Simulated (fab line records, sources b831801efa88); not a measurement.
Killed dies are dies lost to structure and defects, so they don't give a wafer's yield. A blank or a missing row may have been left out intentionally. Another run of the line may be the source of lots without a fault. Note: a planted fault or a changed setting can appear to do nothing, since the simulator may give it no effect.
Which tool did it? ; flow sky130 ; 13 lots with 39 wafers sampled at 5 steps, on a route of 708 steps

WHAT THE GAUGES SHOWED, per wafer
SKY_LDD_HVN_OVL_MEAS_07.
lot;measured;on;LDD_HVN_OVL (nm)
L188;day 20 04:10;overlay-01;-0.1 -1.3 -0.9
L189;day 21 00:31;overlay-02;0.0 0.1 0.4
L193;day 22 04:32;overlay-02;-0.5 -2.3 -0.9
L194;day 22 23:53;overlay-01;0.1 0.8 0.3
L195;day 23 12:06;overlay-02;2.0 1.6 1.5
L196;day 23 13:02;overlay-01;2.6 2.7 3.1
L197;day 24 06:29;overlay-02;0.1 -1.0 -1.7
L203;day 27 04:01;overlay-02;0.2 -0.4 0.4
L204;day 27 05:47;overlay-02;0.6 0.5 0.1
L205;day 27 22:41;overlay-01;-0.3 0.8 0.5
L206;day 28 03:31;overlay-02;1.9 -1.0 -0.5
L210;day 28 17:22;overlay-01;2.6 1.3 -0.8
L209;day 28 19:39;overlay-01;1.0 1.7 1.1

SKY_LDD_HVN_TW_MEAS_10.
lot;measured;on;LDD_HVN_TW
L188;day 20 04:28;filmMetro-01;1434 1431 1423
L189;day 21 00:49;filmMetro-02;1431 1431 1429
L193;day 22 04:49;filmMetro-01;1434 1440 1447
L194;day 23 00:10;filmMetro-01;1428 1432 1434
L195;day 23 12:23;filmMetro-04;1522 1517 1522
L196;day 23 13:20;filmMetro-01;1501 1500 1499
L197;day 24 06:46;filmMetro-01;1437 1425 1437
L203;day 27 04:19;filmMetro-01;1435 1432 1436
L204;day 27 06:04;filmMetro-01;1430 1439 1425
L205;day 27 22:58;filmMetro-01;1435 1435 1429
L206;day 28 03:49;filmMetro-01;1435 1440 1437
L210;day 28 17:40;filmMetro-04;1456 1443 1451
L209;day 28 19:57;filmMetro-04;1456 1439 1443

SKY_LDD_HVP_TW_MEAS_10.
lot;measured;on;LDD_HVP_TW
L188;day 21 09:58;filmMetro-03;458 461 461
L189;day 22 07:41;filmMetro-01;455 456 456
L193;day 23 11:54;filmMetro-03;459 459 457
L194;day 24 06:42;filmMetro-03;460 462 461
L195;day 24 18:58;filmMetro-01;456 455 455
L196;day 24 20:07;filmMetro-01;459 457 458
L197;day 25 13:05;filmMetro-04;459 459 461
L203;day 28 09:50;filmMetro-03;449 448 448
L204;day 28 11:11;filmMetro-04;461 461 460
L205;day 29 04:34;filmMetro-04;457 458 456
L206;day 29 08:25;filmMetro-01;455 455 453
L210;day 29 22:58;filmMetro-03;456 454 455
L209;day 30 00:12;filmMetro-04;458 457 458

WHICH TOOL RAN EACH LOT (tool, then ch and the chambers of the sampled wafers, then the start)
lot;SKY_POLY_GATE_ETCH_16;SKY_LDD_HVN_IMPLANT_08
L188;rieDiel-04 ch 0,1,3, day 16 05:17;implanter-03 ch 0, day 20 04:13
L189;rieDiel-03 ch 1,2, day 17 02:20;implanter-04 ch 0, day 21 00:34
L193;rieDiel-02 ch 0,1,3, day 18 04:43;implanter-04 ch 0, day 22 04:34
L194;rieDiel-02 ch 1,2, day 18 22:59;implanter-03 ch 0, day 22 23:56
L195;rieDiel-03 ch 0,2, day 19 11:13;implanter-04 ch 0, day 23 12:10
L196;rieDiel-02 ch 1,2, day 19 12:10;implanter-04 ch 0, day 23 13:05
L197;rieDiel-03 ch 0,1,3, day 20 01:55;implanter-02 ch 0, day 24 06:32
L203;rieDiel-02 ch 1,2,3, day 23 07:41;implanter-04 ch 0, day 27 04:04
L204;rieDiel-03 ch 0,2,3, day 23 08:37;implanter-04 ch 0, day 27 05:50
L205;rieDiel-03 ch 1,3, day 24 01:26;implanter-03 ch 0, day 27 22:43
L206;rieDiel-02 ch 0,2, day 24 06:34;implanter-04 ch 0, day 28 03:34
L210;rieDiel-03 ch 2,3, day 24 21:56;implanter-04 ch 0, day 28 17:25
L209;rieDiel-04 ch 1,2,3, day 25 00:07;implanter-02 ch 0, day 28 19:44
- SKY_POLY_GATE_ETCH_16: etches Si3N4 in CH3F/O2, stops on poly-Si, time 147.5 s, target depth 75 nm.
- SKY_LDD_HVN_IMPLANT_08

WHAT THE TOOLS THEMSELVES READ (means of the sampled wafers that have a number; where no wafer has one, the mark that the record gives instead)
SKY_POLY_GATE_ETCH_16.
lot;tool;drypumpMotorCurrentA (A);oesProductAu (a.u.);throttleValvePct (%)
L188;rieDiel-04;5.7;0.641;10.527
L189;rieDiel-03;5.9;0.633;10.532
L193;rieDiel-02;5.4;0.634;10.523
L194;rieDiel-02;6.1;0.631;10.534
L195;rieDiel-03;5.7;0.637;10.535
L196;rieDiel-02;6.1;0.636;10.532
L197;rieDiel-03;5.8;0.644;10.529
L203;rieDiel-02;5.7;0.643;10.534
L204;rieDiel-03;5.8;0.644;10.538
L205;rieDiel-03;6.1;0.645;10.538
L206;rieDiel-02;5.8;0.637;10.532
L210;rieDiel-03;6.0;0.637;10.532
L209;rieDiel-04;5.8;0.647;10.538

SKY_LDD_HVN_IMPLANT_08.
lot;tool;beamEnergyKeV
L188;implanter-03;59.999
L189;implanter-04;60.017
L193;implanter-04;60.012
L194;implanter-03;59.990
L195;implanter-04;72.221
L196;implanter-04;72.260
L197;implanter-02;59.996
L203;implanter-04;59.981
L204;implanter-04;60.009
L205;implanter-03;59.992
L206;implanter-04;59.985
L210;implanter-04;60.003
L209;implanter-02;60.028

THE ANSWER, worked out from the rows above alone
Rule: the lots themselves supply what counts as usual. The widest of any qualifying gaps counts: lots, ordered by their means at a reading, are off when they make up no more than a third of the lots, leave a main group of 4 or more, and stand apart from it by 3 or more times the standard deviation of that group's means. Not used: any main group whose means are identical at the precision the tables above print for the reading. Also off: a lot with no number at a reading for which 4 or more lots have one. Where the step has rows for the other lots, those lots are counted as sound. First the gauges in route order, then the tools' own readings, where a lot's mean is used as printed above. The first step at which some lot is off is used, and at that step the reading that is off furthest; a lot without a number counts as furthest.
Off: L195, L196, seen at SKY_LDD_HVN_TW_MEAS_10 (LDD_HVN_TW). Main group: mean 1436, sd 6.4.
A tool fits if, at a process step before that reading, it ran every lot that is off, and no sound lot after the first of them. Not tried: the gauges at SKY_LDD_HVN_TW_MEAS_10; whatever is off there is also off at SKY_LDD_HVN_IMPLANT_08, on other tools, and gauge error can't account for it. Not one of the candidates tried fits.

WHAT THE SIMULATOR PUT IN
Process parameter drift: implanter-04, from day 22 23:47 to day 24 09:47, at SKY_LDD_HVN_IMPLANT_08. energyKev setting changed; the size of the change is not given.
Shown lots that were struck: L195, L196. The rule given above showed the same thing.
